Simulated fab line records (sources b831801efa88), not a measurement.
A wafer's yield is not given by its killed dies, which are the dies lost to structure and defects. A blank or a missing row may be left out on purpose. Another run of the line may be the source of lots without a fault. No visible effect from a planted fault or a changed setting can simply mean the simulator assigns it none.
Which tool was responsible? | flow gf180mcu | 7 lots, 21 wafers sampled, at 3 steps of a route of 602

== WHAT EACH GAUGE READ, for each wafer ==
GF_M2_THK_MEAS_06: measures by xrf.
lot  | measured     | on            | M2_ALCU_THK (nm)
L167 | day 18 20:44 | film_metro-01 | 443 443 436
L170 | day 19 16:13 | film_metro-04 | 448 460 455
L172 | day 20 14:10 | film_metro-01 | 447 440 441
L179 | day 23 01:10 | film_metro-01 | 446 457 455
L185 | day 25 01:31 | film_metro-02 | 453 438 453
L187 | day 25 14:58 | film_metro-02 | 441 450 450
L189 | day 26 06:50 | film_metro-04 | 438 448 441

== WHAT TOOL EACH LOT RAN ON (gives the tool, then ch and the chambers of the sampled wafers, and finally the start) ==
lot  | GF_STI_WET_ETCH_26             | GF_CONTACT_SPUTTER_23
L167 | wet_bench-02 ch 2, day 2 09:31 | pvd_sputter-04, day 16 15:34
L170 | wet_bench-02 ch 0, day 3 00:08 | pvd_sputter-02, day 17 12:04
L172 | wet_bench-02 ch 3, day 3 11:13 | pvd_sputter-02, day 18 09:57
L179 | wet_bench-02 ch 3, day 4 21:46 | pvd_sputter-02, day 20 20:56
L185 | wet_bench-02 ch 1, day 6 05:04 | pvd_sputter-02, day 23 00:27
L187 | wet_bench-02 ch 1, day 6 16:15 | pvd_sputter-02, day 23 14:48
L189 | wet_bench-04 ch 2, day 7 03:10 | pvd_sputter-04, day 24 08:22
- GF_STI_WET_ETCH_26: etches SiO2 in dHF, target depth 94 nm, time 188 s.
- GF_CONTACT_SPUTTER_23: material TiN, target thk 10 nm, time 40 s.

== THE ANSWER, worked out from the rows above alone ==
Rule: the lots themselves supply what counts as usual. Put in order of their means at a reading, lots are off if they are a third of the lots or fewer, leave a main group of 4 or more, and stand apart from it by a gap of 3 or more times the standard deviation of the main group's means; of several such gaps the widest counts. Not used: any main group whose means are identical at the precision the tables above print for the reading. A lot without any number at a reading at which 4 lots or more have one is off too. Any other lot the step has rows for is counted as sound.
Nothing can be told from this: no lot is off at any reading shown.

== WHAT THE SIMULATOR PUT IN ==
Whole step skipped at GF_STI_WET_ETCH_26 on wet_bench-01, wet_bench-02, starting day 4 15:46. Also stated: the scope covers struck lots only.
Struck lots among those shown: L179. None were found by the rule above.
